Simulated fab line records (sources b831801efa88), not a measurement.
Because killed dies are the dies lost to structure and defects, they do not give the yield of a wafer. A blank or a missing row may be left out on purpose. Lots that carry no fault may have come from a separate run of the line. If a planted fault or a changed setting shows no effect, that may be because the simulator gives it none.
Which tool is to blame?	flow gf180mcu	Sampling: 6 lots, 18 wafers, 2 of 602 route steps

## WHAT THE GAUGES READ, wafer by wafer
GF_LVPWELL_OVL_MEAS_07.
lot	measured	on	LVPWELL_OVL (nm)
L588	day 4 16:05	overlay-02	0.0 -0.8 -2.6
L591	day 5 09:23	overlay-02	0.6 0.0 -0.3
L593	day 5 18:40	overlay-01	-1.9 -1.0 -0.6
L595	day 6 06:22	overlay-02	-0.4 -2.7 1.3
L598	day 6 23:04	overlay-02	1.4 0.3 0.9
L601	day 7 15:29	overlay-02	0.3 -0.4 0.1

## EACH LOT AND THE TOOL THAT RAN IT (in order: tool; ch and the chambers of the sampled wafers; start)
lot	GF_DNWELL_STRIP_08
L588	plasma_asher-01 ch 0,1, day 3 13:17
L591	plasma_asher-02 ch 0,1, day 4 05:19
L593	plasma_asher-03 ch 0,1, day 4 13:19
L595	plasma_asher-02 ch 0,1, day 5 01:11
L598	plasma_asher-03 ch 1, day 5 16:41
L601	plasma_asher-01 ch 0, day 6 07:55
- GF_DNWELL_STRIP_08: strips in O2/N2.

## THE ANSWER, worked out from the rows above alone
Rule: usual is defined by the lots themselves. The widest of any qualifying gaps counts: lots, ordered by their means at a reading, are off when they make up no more than a third of the lots, leave a main group of 4 or more, and stand apart from it by 3 or more times the standard deviation of that group's means. A main group is skipped when, at the precision printed for the reading in the tables above, its means are all equal. Also off: a lot with no number at a reading for which 4 or more lots have one. All remaining lots with rows at the step are treated as sound.
No lot is off at any reading shown: from this, nothing can be told.

## WHAT THE SIMULATOR HAD PUT IN
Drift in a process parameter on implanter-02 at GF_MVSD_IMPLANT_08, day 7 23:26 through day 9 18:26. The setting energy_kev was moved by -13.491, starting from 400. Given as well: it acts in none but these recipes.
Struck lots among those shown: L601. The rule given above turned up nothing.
